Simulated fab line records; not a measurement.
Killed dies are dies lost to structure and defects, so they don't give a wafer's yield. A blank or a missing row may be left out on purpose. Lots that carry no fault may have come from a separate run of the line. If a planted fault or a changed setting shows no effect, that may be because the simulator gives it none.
fab line records / flow gf180mcu
[record] lots = 15 wafers = 45 last_day = 34
route steps=602 shown MVSD@72 M1@330 V1@358 M2@377
lots untouched by any fault: they come from a run of this same line in which no faults occurred
start_h: start of the lot's first displayed wafer, in hours after the record's first day / wait_h: time in hours since the lot's previous step / " unchanged from the row above / L1.1+2: one row covering several wafers at once / - no value present, or no start provided / * or withheld: withheld / < > ~ a bound
route shown NAME@n: a module of which the file shows steps, and the number in the route of the first / usual: mean/standard deviation taken from wafers without a fault / same: alike in all rows / chamber/n: place in a boat / sites: readings site by site / _std_site: the standard deviation of these / _edge_site: the outer-site mean with the inner-site mean subtracted / radius_mm: how far each site lies from the wafer's centre / mask NAME#n: copy n / behind: the most recent tool/chamber to have shaped the wafer / hold: the reason the lot was held/the length of the hold in hours/how it ended / device: whichever transistor did not switch (one of n, p or np) / end of line: the tests these same wafers got at the end of their route / a step with no rows: only its recipe / killed: the dies lost at the first sort to structure and to defects; this is not the yield of the wafer / map: per-die view of a wafer (x killed, . not killed, _ where there is no die)
set.NAME: the setting that was run; set.NAME@STEP: the one run at that earlier step / model.NAME: the simulator's own value behind a step, which no gauge read
route steps across a sampled set of lots; one table per step, one row per wafer
services: from which hour (start_h, from the record's first day; less than 0 if before it) a tool's chamber was out of use, for how many hours, and why
[[steps]]
[step GF_MVSD_DEVELOP_06]
[recipe] wall_angle_deg = 90 develop_time_s = 60 dev_temp_c = 23
[usual] chill_plate_temp_C = 22.99/0.11 develop_time_s = 60/0 exhaust_pa = 45.1/0.96
lot.wafer=L593.2 tool=litho_track-04 chamber=0 start_h=81 wait_h=- chill_plate_temp_C=22.88 develop_time_s=60 exhaust_pa=44.9
lot.wafer=L593.4 tool=litho_track-04 chamber=0 start_h=81 wait_h=- chill_plate_temp_C=23.02 develop_time_s=60 exhaust_pa=45.7
lot.wafer=L593.5 tool=litho_track-04 chamber=0 start_h=81 wait_h=- chill_plate_temp_C=22.96 develop_time_s=60 exhaust_pa=44.1
lot.wafer=L595.2 tool=litho_track-04 chamber=0 start_h=93 wait_h=- chill_plate_temp_C=23.02 develop_time_s=60 exhaust_pa=42.9
lot.wafer=L595.5 tool=litho_track-04 chamber=0 start_h=93 wait_h=- chill_plate_temp_C=23.09 develop_time_s=60 exhaust_pa=44.5
lot.wafer=L595.6 tool=litho_track-04 chamber=0 start_h=93 wait_h=- chill_plate_temp_C=22.98 develop_time_s=60 exhaust_pa=44.6
lot.wafer=L596.2 tool=litho_track-04 chamber=0 start_h=99 wait_h=- chill_plate_temp_C=22.94 develop_time_s=60 exhaust_pa=44.2
lot.wafer=L596.3 tool=litho_track-04 chamber=0 start_h=99 wait_h=- chill_plate_temp_C=23.01 develop_time_s=60 exhaust_pa=44.5
lot.wafer=L596.5 tool=litho_track-04 chamber=0 start_h=99 wait_h=- chill_plate_temp_C=22.87 develop_time_s=60 exhaust_pa=44.4
lot.wafer=L597.1 tool=litho_track-02 chamber=0 start_h=106 wait_h=- chill_plate_temp_C=23.29 develop_time_s=60 exhaust_pa=45.2
lot.wafer=L597.5 tool=litho_track-02 chamber=0 start_h=106 wait_h=- chill_plate_temp_C=23.06 develop_time_s=60 exhaust_pa=45.1
lot.wafer=L597.6 tool=litho_track-02 chamber=0 start_h=106 wait_h=- chill_plate_temp_C=23.26 develop_time_s=60 exhaust_pa=44.4
lot.wafer=L598.3 tool=litho_track-04 chamber=0 start_h=111 wait_h=- chill_plate_temp_C=23.05 develop_time_s=60 exhaust_pa=46.3
lot.wafer=L598.4 tool=litho_track-04 chamber=0 start_h=111 wait_h=- chill_plate_temp_C=22.95 develop_time_s=60 exhaust_pa=44.6
lot.wafer=L598.6 tool=litho_track-04 chamber=0 start_h=111 wait_h=- chill_plate_temp_C=22.87 develop_time_s=60 exhaust_pa=44.7
lot.wafer=L599.1 tool=litho_track-02 chamber=0 start_h=116 wait_h=- chill_plate_temp_C=22.69 develop_time_s=60 exhaust_pa=45.0
lot.wafer=L599.2 tool=litho_track-02 chamber=0 start_h=116 wait_h=- chill_plate_temp_C=22.79 develop_time_s=60 exhaust_pa=46.9
lot.wafer=L599.5 tool=litho_track-02 chamber=0 start_h=116 wait_h=- chill_plate_temp_C=22.89 develop_time_s=60 exhaust_pa=44.8
lot.wafer=L600.1 tool=litho_track-04 chamber=- start_h=128 wait_h=- chill_plate_temp_C=- develop_time_s=- exhaust_pa=-
lot.wafer=L600.2 tool=litho_track-04 chamber=- start_h=128 wait_h=- chill_plate_temp_C=- develop_time_s=- exhaust_pa=-
lot.wafer=L600.3 tool=litho_track-04 chamber=- start_h=128 wait_h=- chill_plate_temp_C=- develop_time_s=- exhaust_pa=-
lot.wafer=L601.4 tool=litho_track-02 chamber=- start_h=133 wait_h=- chill_plate_temp_C=- develop_time_s=- exhaust_pa=-
lot.wafer=L601.5 tool=litho_track-02 chamber=- start_h=133 wait_h=- chill_plate_temp_C=- develop_time_s=- exhaust_pa=-
lot.wafer=L601.6 tool=litho_track-02 chamber=- start_h=133 wait_h=- chill_plate_temp_C=- develop_time_s=- exhaust_pa=-
lot.wafer=L602.4 tool=litho_track-03 chamber=- start_h=136 wait_h=- chill_plate_temp_C=- develop_time_s=- exhaust_pa=-
lot.wafer=L602.5 tool=litho_track-03 chamber=- start_h=136 wait_h=- chill_plate_temp_C=- develop_time_s=- exhaust_pa=-
lot.wafer=L602.6 tool=litho_track-03 chamber=- start_h=136 wait_h=- chill_plate_temp_C=- develop_time_s=- exhaust_pa=-
lot.wafer=L610.2 tool=litho_track-03 chamber=0 start_h=183 wait_h=- chill_plate_temp_C=22.90 develop_time_s=60 exhaust_pa=43.8
lot.wafer=L610.3 tool=litho_track-03 chamber=0 start_h=183 wait_h=- chill_plate_temp_C=23.11 develop_time_s=60 exhaust_pa=44.5
lot.wafer=L610.4 tool=litho_track-03 chamber=0 start_h=183 wait_h=- chill_plate_temp_C=23.07 develop_time_s=60 exhaust_pa=44.4
lot.wafer=L612.4 tool=litho_track-04 chamber=0 start_h=194 wait_h=- chill_plate_temp_C=22.98 develop_time_s=60 exhaust_pa=46.5
lot.wafer=L612.5 tool=litho_track-04 chamber=0 start_h=194 wait_h=- chill_plate_temp_C=22.99 develop_time_s=60 exhaust_pa=45.8
lot.wafer=L612.6 tool=litho_track-04 chamber=0 start_h=194 wait_h=- chill_plate_temp_C=22.99 develop_time_s=60 exhaust_pa=45.5
lot.wafer=L613.1 tool=litho_track-04 chamber=0 start_h=200 wait_h=- chill_plate_temp_C=22.96 develop_time_s=60 exhaust_pa=44.3
lot.wafer=L613.3 tool=litho_track-04 chamber=0 start_h=200 wait_h=- chill_plate_temp_C=22.96 develop_time_s=60 exhaust_pa=44.3
lot.wafer=L613.6 tool=litho_track-04 chamber=0 start_h=200 wait_h=- chill_plate_temp_C=22.90 develop_time_s=60 exhaust_pa=44.7
lot.wafer=L614.2 tool=litho_track-04 chamber=0 start_h=205 wait_h=- chill_plate_temp_C=22.89 develop_time_s=60 exhaust_pa=44.4
lot.wafer=L614.3 tool=litho_track-04 chamber=0 start_h=205 wait_h=- chill_plate_temp_C=22.98 develop_time_s=60 exhaust_pa=44.9
lot.wafer=L614.5 tool=litho_track-04 chamber=0 start_h=205 wait_h=- chill_plate_temp_C=22.90 develop_time_s=60 exhaust_pa=46.6
lot.wafer=L615.2 tool=litho_track-02 chamber=0 start_h=213 wait_h=- chill_plate_temp_C=23.22 develop_time_s=60 exhaust_pa=45.6
lot.wafer=L615.3 tool=litho_track-02 chamber=0 start_h=213 wait_h=- chill_plate_temp_C=23.06 develop_time_s=60 exhaust_pa=46.0
lot.wafer=L615.6 tool=litho_track-02 chamber=0 start_h=213 wait_h=- chill_plate_temp_C=23.18 develop_time_s=60 exhaust_pa=45.2
lot.wafer=L616.2 tool=litho_track-02 chamber=0 start_h=218 wait_h=- chill_plate_temp_C=23.06 develop_time_s=60 exhaust_pa=44.3
lot.wafer=L616.3 tool=litho_track-02 chamber=0 start_h=218 wait_h=- chill_plate_temp_C=23.05 develop_time_s=60 exhaust_pa=45.5
lot.wafer=L616.6 tool=litho_track-02 chamber=0 start_h=218 wait_h=- chill_plate_temp_C=23.15 develop_time_s=60 exhaust_pa=42.6
[step GF_M1_OVL_MEAS_15]
[usual] M1_OVL = 2/5.3
lot.wafer=L593.2 tool=overlay-02 chamber=- start_h=387.64 wait_h=0.1 M1_OVL[nm]=4
lot.wafer=L593.4 tool=overlay-02 chamber=- start_h=387.64 wait_h=0.1 M1_OVL[nm]=3
lot.wafer=L593.5 tool=overlay-02 chamber=- start_h=387.64 wait_h=0.1 M1_OVL[nm]=4
lot.wafer=L595.2 tool=overlay-01 chamber=- start_h=410.09 wait_h=0.1 M1_OVL[nm]=4
lot.wafer=L595.5 tool=overlay-01 chamber=- start_h=410.09 wait_h=0.1 M1_OVL[nm]=5
lot.wafer=L595.6 tool=overlay-01 chamber=- start_h=410.09 wait_h=0.1 M1_OVL[nm]=4
lot.wafer=L596.2 tool=overlay-02 chamber=- start_h=422.58 wait_h=0.1 M1_OVL[nm]=2
lot.wafer=L596.3 tool=overlay-02 chamber=- start_h=422.58 wait_h=0.1 M1_OVL[nm]=5
lot.wafer=L596.5 tool=overlay-02 chamber=- start_h=422.58 wait_h=0.1 M1_OVL[nm]=2
lot.wafer=L597.1 tool=overlay-01 chamber=- start_h=428.60 wait_h=0.1 M1_OVL[nm]=-3
lot.wafer=L597.5 tool=overlay-01 chamber=- start_h=428.60 wait_h=0.1 M1_OVL[nm]=-1
lot.wafer=L597.6 tool=overlay-01 chamber=- start_h=428.60 wait_h=0.1 M1_OVL[nm]=-8
lot.wafer=L598.3 tool=overlay-02 chamber=- start_h=444.75 wait_h=0.1 M1_OVL[nm]=-2
lot.wafer=L598.4 tool=overlay-02 chamber=- start_h=444.75 wait_h=0.1 M1_OVL[nm]=6
lot.wafer=L598.6 tool=overlay-02 chamber=- start_h=444.75 wait_h=0.1 M1_OVL[nm]=7
lot.wafer=L599.1 tool=overlay-02 chamber=- start_h=448.75 wait_h=0.1 M1_OVL[nm]=-4
lot.wafer=L599.2 tool=overlay-02 chamber=- start_h=448.75 wait_h=0.1 M1_OVL[nm]=-1
lot.wafer=L599.5 tool=overlay-02 chamber=- start_h=448.75 wait_h=0.1 M1_OVL[nm]=-8
lot.wafer=L600.1 tool=overlay-01 chamber=- start_h=470.55 wait_h=0.1 M1_OVL[nm]=-6
lot.wafer=L600.2 tool=overlay-01 chamber=- start_h=470.55 wait_h=0.1 M1_OVL[nm]=-8
lot.wafer=L600.3 tool=overlay-01 chamber=- start_h=470.55 wait_h=0.1 M1_OVL[nm]=-10
lot.wafer=L601.4 tool=overlay-02 chamber=- start_h=476.92 wait_h=0.1 M1_OVL[nm]=2
lot.wafer=L601.5 tool=overlay-02 chamber=- start_h=476.92 wait_h=0.1 M1_OVL[nm]=0
lot.wafer=L601.6 tool=overlay-02 chamber=- start_h=476.92 wait_h=0.1 M1_OVL[nm]=-3
lot.wafer=L602.4 tool=overlay-02 chamber=- start_h=478.17 wait_h=0.1 M1_OVL[nm]=-1
lot.wafer=L602.5 tool=overlay-02 chamber=- start_h=478.17 wait_h=0.1 M1_OVL[nm]=-2
lot.wafer=L602.6 tool=overlay-02 chamber=- start_h=478.17 wait_h=0.1 M1_OVL[nm]=6
lot.wafer=L610.2 tool=overlay-01 chamber=- start_h=543.85 wait_h=0.1 M1_OVL[nm]=7
lot.wafer=L610.3 tool=overlay-01 chamber=- start_h=543.85 wait_h=0.1 M1_OVL[nm]=10
lot.wafer=L610.4 tool=overlay-01 chamber=- start_h=543.85 wait_h=0.1 M1_OVL[nm]=3
lot.wafer=L612.4 tool=overlay-02 chamber=- start_h=560.56 wait_h=0.1 M1_OVL[nm]=-6
lot.wafer=L612.5 tool=overlay-02 chamber=- start_h=560.56 wait_h=0.1 M1_OVL[nm]=-10
lot.wafer=L612.6 tool=overlay-02 chamber=- start_h=560.56 wait_h=0.1 M1_OVL[nm]=-8
lot.wafer=L613.1 tool=overlay-02 chamber=- start_h=567.70 wait_h=0.1 M1_OVL[nm]=6
lot.wafer=L613.3 tool=overlay-02 chamber=- start_h=567.70 wait_h=0.1 M1_OVL[nm]=7
lot.wafer=L613.6 tool=overlay-02 chamber=- start_h=567.70 wait_h=0.1 M1_OVL[nm]=9
lot.wafer=L614.2 tool=overlay-02 chamber=- start_h=579.55 wait_h=0.1 M1_OVL[nm]=-1
lot.wafer=L614.3 tool=overlay-02 chamber=- start_h=579.55 wait_h=0.1 M1_OVL[nm]=0
lot.wafer=L614.5 tool=overlay-02 chamber=- start_h=579.55 wait_h=0.1 M1_OVL[nm]=-1
lot.wafer=L615.2 tool=overlay-02 chamber=- start_h=581.50 wait_h=0.1 M1_OVL[nm]=2
lot.wafer=L615.3 tool=overlay-02 chamber=- start_h=581.50 wait_h=0.1 M1_OVL[nm]=3
lot.wafer=L615.6 tool=overlay-02 chamber=- start_h=581.50 wait_h=0.1 M1_OVL[nm]=2
lot.wafer=L616.2 tool=overlay-01 chamber=- start_h=587.49 wait_h=0.1 M1_OVL[nm]=-1
lot.wafer=L616.3 tool=overlay-01 chamber=- start_h=587.49 wait_h=0.1 M1_OVL[nm]=4
lot.wafer=L616.6 tool=overlay-01 chamber=- start_h=587.49 wait_h=0.1 M1_OVL[nm]=0
[step GF_V1_CVD_23]
[recipe] material = W target_thk_nm = 350 time_s = 105.05 temp_c = 400 pressure_torr = 40
[usual] heater_power_w = 861/76
[same] time_s = 105.05
lot.wafer=L593.2 tool=cvd_w-01 chamber=1 start_h=415.19 wait_h=0.0 heater_power_w=856
lot.wafer=L593.4 tool=cvd_w-01 chamber=0 start_h=415.19 wait_h=0.0 heater_power_w=801
lot.wafer=L593.5 tool=cvd_w-01 chamber=1 start_h=415.19 wait_h=0.0 heater_power_w=872
lot.wafer=L595.2 tool=cvd_w-01 chamber=1 start_h=436.30 wait_h=0.0 heater_power_w=844
lot.wafer=L595.5 tool=cvd_w-01 chamber=1 start_h=436.30 wait_h=0.0 heater_power_w=868
lot.wafer=L595.6 tool=cvd_w-01 chamber=0 start_h=436.30 wait_h=0.0 heater_power_w=788
lot.wafer=L596.2 tool=cvd_w-01 chamber=1 start_h=449.58 wait_h=0.0 heater_power_w=865
lot.wafer=L596.3 tool=cvd_w-01 chamber=0 start_h=449.58 wait_h=0.0 heater_power_w=790
lot.wafer=L596.5 tool=cvd_w-01 chamber=1 start_h=449.58 wait_h=0.0 heater_power_w=872
lot.wafer=L597.1 tool=cvd_w-01 chamber=0 start_h=455.69 wait_h=0.0 heater_power_w=784
lot.wafer=L597.5 tool=cvd_w-01 chamber=1 start_h=455.69 wait_h=0.0 heater_power_w=879
lot.wafer=L597.6 tool=cvd_w-01 chamber=0 start_h=455.69 wait_h=0.0 heater_power_w=812
lot.wafer=L598.3 tool=cvd_w-01 chamber=1 start_h=471.76 wait_h=0.1 heater_power_w=874
lot.wafer=L598.4 tool=cvd_w-01 chamber=0 start_h=471.76 wait_h=0.1 heater_power_w=794
lot.wafer=L598.6 tool=cvd_w-01 chamber=1 start_h=471.76 wait_h=0.1 heater_power_w=878
lot.wafer=L599.1 tool=cvd_w-01 chamber=1 start_h=474.68 wait_h=0.0 heater_power_w=870
lot.wafer=L599.2 tool=cvd_w-01 chamber=0 start_h=474.68 wait_h=0.0 heater_power_w=792
lot.wafer=L599.5 tool=cvd_w-01 chamber=1 start_h=474.68 wait_h=0.0 heater_power_w=872
lot.wafer=L600.1 tool=cvd_w-02 chamber=0 start_h=496.94 wait_h=0.0 heater_power_w=810
lot.wafer=L600.2 tool=cvd_w-02 chamber=0 start_h=496.94 wait_h=0.0 heater_power_w=851
lot.wafer=L600.3 tool=cvd_w-02 chamber=0 start_h=496.94 wait_h=0.0 heater_power_w=837
lot.wafer=L601.4 tool=cvd_w-01 chamber=0 start_h=503.18 wait_h=0.1 heater_power_w=805
lot.wafer=L601.5 tool=cvd_w-01 chamber=1 start_h=503.18 wait_h=0.1 heater_power_w=892
lot.wafer=L601.6 tool=cvd_w-01 chamber=0 start_h=503.18 wait_h=0.1 heater_power_w=801
lot.wafer=L602.4 tool=cvd_w-01 chamber=1 start_h=504.53 wait_h=0.1 heater_power_w=891
lot.wafer=L602.5 tool=cvd_w-01 chamber=1 start_h=504.53 wait_h=0.1 heater_power_w=844
lot.wafer=L602.6 tool=cvd_w-01 chamber=0 start_h=504.53 wait_h=0.1 heater_power_w=800
lot.wafer=L610.2 tool=cvd_w-02 chamber=0 start_h=569.02 wait_h=0.0 heater_power_w=835
lot.wafer=L610.3 tool=cvd_w-02 chamber=1 start_h=569.02 wait_h=0.0 heater_power_w=1034
lot.wafer=L610.4 tool=cvd_w-02 chamber=0 start_h=569.02 wait_h=0.0 heater_power_w=841
lot.wafer=L612.4 tool=cvd_w-01 chamber=1 start_h=584.63 wait_h=0.1 heater_power_w=886
lot.wafer=L612.5 tool=cvd_w-01 chamber=0 start_h=584.63 wait_h=0.1 heater_power_w=793
lot.wafer=L612.6 tool=cvd_w-01 chamber=1 start_h=584.63 wait_h=0.1 heater_power_w=854
lot.wafer=L613.1 tool=cvd_w-02 chamber=1 start_h=592.02 wait_h=0.0 heater_power_w=1022
lot.wafer=L613.3 tool=cvd_w-02 chamber=1 start_h=592.02 wait_h=0.0 heater_power_w=1048
lot.wafer=L613.6 tool=cvd_w-02 chamber=0 start_h=592.02 wait_h=0.0 heater_power_w=834
lot.wafer=L614.2 tool=cvd_w-01 chamber=0 start_h=603.24 wait_h=0.0 heater_power_w=814
lot.wafer=L614.3 tool=cvd_w-01 chamber=1 start_h=603.24 wait_h=0.0 heater_power_w=855
lot.wafer=L614.5 tool=cvd_w-01 chamber=1 start_h=603.24 wait_h=0.0 heater_power_w=875
lot.wafer=L615.2 tool=cvd_w-02 chamber=0 start_h=605.25 wait_h=0.0 heater_power_w=841
lot.wafer=L615.3 tool=cvd_w-02 chamber=1 start_h=605.25 wait_h=0.0 heater_power_w=1061
lot.wafer=L615.6 tool=cvd_w-02 chamber=0 start_h=605.25 wait_h=0.0 heater_power_w=842
lot.wafer=L616.2 tool=cvd_w-02 chamber=0 start_h=611.25 wait_h=0.0 heater_power_w=817
lot.wafer=L616.3 tool=cvd_w-02 chamber=0 start_h=611.25 wait_h=0.0 heater_power_w=827
lot.wafer=L616.6 tool=cvd_w-02 chamber=0 start_h=611.25 wait_h=0.0 heater_power_w=844
[step GF_M2_OVL_MEAS_15]
[usual] M2_OVL = -5/5
lot.wafer=L593.2 tool=overlay-01 chamber=- start_h=440.95 wait_h=0.1 M2_OVL[nm]=-2
lot.wafer=L593.4 tool=overlay-01 chamber=- start_h=440.95 wait_h=0.1 M2_OVL[nm]=-3
lot.wafer=L593.5 tool=overlay-01 chamber=- start_h=440.95 wait_h=0.1 M2_OVL[nm]=-2
lot.wafer=L595.2 tool=overlay-02 chamber=- start_h=462.12 wait_h=0.1 M2_OVL[nm]=-5
lot.wafer=L595.5 tool=overlay-02 chamber=- start_h=462.12 wait_h=0.1 M2_OVL[nm]=-9
lot.wafer=L595.6 tool=overlay-02 chamber=- start_h=462.12 wait_h=0.1 M2_OVL[nm]=-10
lot.wafer=L596.2 tool=overlay-02 chamber=- start_h=474.40 wait_h=0.1 M2_OVL[nm]=0
lot.wafer=L596.3 tool=overlay-02 chamber=- start_h=474.40 wait_h=0.1 M2_OVL[nm]=-7
lot.wafer=L596.5 tool=overlay-02 chamber=- start_h=474.40 wait_h=0.1 M2_OVL[nm]=-8
lot.wafer=L597.1 tool=overlay-01 chamber=- start_h=481.15 wait_h=0.1 M2_OVL[nm]=-3
lot.wafer=L597.5 tool=overlay-01 chamber=- start_h=481.15 wait_h=0.1 M2_OVL[nm]=-2
lot.wafer=L597.6 tool=overlay-01 chamber=- start_h=481.15 wait_h=0.1 M2_OVL[nm]=-1
lot.wafer=L598.3 tool=overlay-02 chamber=- start_h=496.80 wait_h=0.1 M2_OVL[nm]=-3
lot.wafer=L598.4 tool=overlay-02 chamber=- start_h=496.80 wait_h=0.1 M2_OVL[nm]=-4
lot.wafer=L598.6 tool=overlay-02 chamber=- start_h=496.80 wait_h=0.1 M2_OVL[nm]=-8
lot.wafer=L599.1 tool=overlay-02 chamber=- start_h=499.48 wait_h=0.1 M2_OVL[nm]=-10
lot.wafer=L599.2 tool=overlay-02 chamber=- start_h=499.48 wait_h=0.1 M2_OVL[nm]=-15
lot.wafer=L599.5 tool=overlay-02 chamber=- start_h=499.48 wait_h=0.1 M2_OVL[nm]=-7
lot.wafer=L600.1 tool=overlay-01 chamber=- start_h=521.78 wait_h=0.1 M2_OVL[nm]=-4
lot.wafer=L600.2 tool=overlay-01 chamber=- start_h=521.78 wait_h=0.1 M2_OVL[nm]=3
lot.wafer=L600.3 tool=overlay-01 chamber=- start_h=521.78 wait_h=0.1 M2_OVL[nm]=-5
lot.wafer=L601.4 tool=overlay-01 chamber=- start_h=527.51 wait_h=0.1 M2_OVL[nm]=4
lot.wafer=L601.5 tool=overlay-01 chamber=- start_h=527.51 wait_h=0.1 M2_OVL[nm]=-2
lot.wafer=L601.6 tool=overlay-01 chamber=- start_h=527.51 wait_h=0.1 M2_OVL[nm]=4
lot.wafer=L602.4 tool=overlay-02 chamber=- start_h=529.35 wait_h=0.1 M2_OVL[nm]=-1
lot.wafer=L602.5 tool=overlay-02 chamber=- start_h=529.35 wait_h=0.1 M2_OVL[nm]=-1
lot.wafer=L602.6 tool=overlay-02 chamber=- start_h=529.35 wait_h=0.1 M2_OVL[nm]=1
lot.wafer=L610.2 tool=overlay-02 chamber=- start_h=591.55 wait_h=0.1 M2_OVL[nm]=-9
lot.wafer=L610.3 tool=overlay-02 chamber=- start_h=591.55 wait_h=0.1 M2_OVL[nm]=-4
lot.wafer=L610.4 tool=overlay-02 chamber=- start_h=591.55 wait_h=0.1 M2_OVL[nm]=-8
lot.wafer=L612.4 tool=overlay-02 chamber=- start_h=606.26 wait_h=0.1 M2_OVL[nm]=-9
lot.wafer=L612.5 tool=overlay-02 chamber=- start_h=606.26 wait_h=0.1 M2_OVL[nm]=-8
lot.wafer=L612.6 tool=overlay-02 chamber=- start_h=606.26 wait_h=0.1 M2_OVL[nm]=-11
lot.wafer=L613.1 tool=overlay-02 chamber=- start_h=613.71 wait_h=0.1 M2_OVL[nm]=-9
lot.wafer=L613.3 tool=overlay-02 chamber=- start_h=613.71 wait_h=0.1 M2_OVL[nm]=-8
lot.wafer=L613.6 tool=overlay-02 chamber=- start_h=613.71 wait_h=0.1 M2_OVL[nm]=-13
lot.wafer=L614.2 tool=overlay-02 chamber=- start_h=624.59 wait_h=0.1 M2_OVL[nm]=-8
lot.wafer=L614.3 tool=overlay-02 chamber=- start_h=624.59 wait_h=0.1 M2_OVL[nm]=-10
lot.wafer=L614.5 tool=overlay-02 chamber=- start_h=624.59 wait_h=0.1 M2_OVL[nm]=-9
lot.wafer=L615.2 tool=overlay-01 chamber=- start_h=626.90 wait_h=0.1 M2_OVL[nm]=-10
lot.wafer=L615.3 tool=overlay-01 chamber=- start_h=626.90 wait_h=0.1 M2_OVL[nm]=-3
lot.wafer=L615.6 tool=overlay-01 chamber=- start_h=626.90 wait_h=0.1 M2_OVL[nm]=-4
lot.wafer=L616.2 tool=overlay-02 chamber=- start_h=632.55 wait_h=0.1 M2_OVL[nm]=-4
lot.wafer=L616.3 tool=overlay-02 chamber=- start_h=632.55 wait_h=0.1 M2_OVL[nm]=-7
lot.wafer=L616.6 tool=overlay-02 chamber=- start_h=632.55 wait_h=0.1 M2_OVL[nm]=-6
[[services]]
tool=cvd_w-02 chamber=- start_h=107.78 hours=6.0 kind=pm
tool=cvd_w-01 chamber=- start_h=143.54 hours=1.5 kind=repair
tool=cvd_w-02 chamber=- start_h=198.78 hours=14.6 kind=pm
tool=cvd_w-02 chamber=- start_h=242.91 hours=0.9 kind=repair
tool=cvd_w-02 chamber=1 start_h=386.79 hours=9.7 kind=repair
tool=cvd_w-01 chamber=- start_h=390.00 hours=14.0 kind=pm
tool=cvd_w-01 chamber=0 start_h=390.00 hours=14.0 kind=vent_cycle
tool=cvd_w-01 chamber=1 start_h=390.00 hours=14.0 kind=vent_cycle
tool=cvd_w-01 chamber=0 start_h=404.00 hours=- kind=clean
tool=cvd_w-01 chamber=1 start_h=404.00 hours=- kind=clean
tool=cvd_w-02 chamber=1 start_h=473.81 hours=2.4 kind=repair
tool=cvd_w-02 chamber=1 start_h=491.89 hours=13.0 kind=repair
tool=cvd_w-02 chamber=0 start_h=492.65 hours=4.2 kind=repair
tool=cvd_w-02 chamber=- start_h=511.09 hours=0.2 kind=repair
[[key]]
[first_sign] step = GF_MVSD_DEVELOP_06 reading = tool_record direction = missing
effect none on later readings
met_at GF_MVSD_DEVELOP_06
struck_lots L600,L601,L602
sort_left_out L600.1,L600.2,L600.3,L601.4,L601.5,L601.6,L602.4,L602.5,L602.6
tester_left_out L600,L601,L602
not_acting_at GF_M1_OVL_MEAS_15,GF_V1_CVD_23,GF_M2_OVL_MEAS_15
onset_between 116 128
[fault] kind = skipped_step_whole tool = litho_track-02,litho_track-03,litho_track-04 chamber = - onset_h = 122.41 steps = GF_MVSD_DEVELOP_06 scope = struck_lots_only
// tester_left_out: of these lots the tester's yield and bins aren't shown, on N5 and GAA mostly nor the transistor test; their killed dies are dies lost to structure and defects alone, not to doping, threshold or leakage, so they don't give the yield
// sort_left_out: the simulated sort isn't trusted on such a fault, so these wafers' sort isn't shown, and their yield isn't known
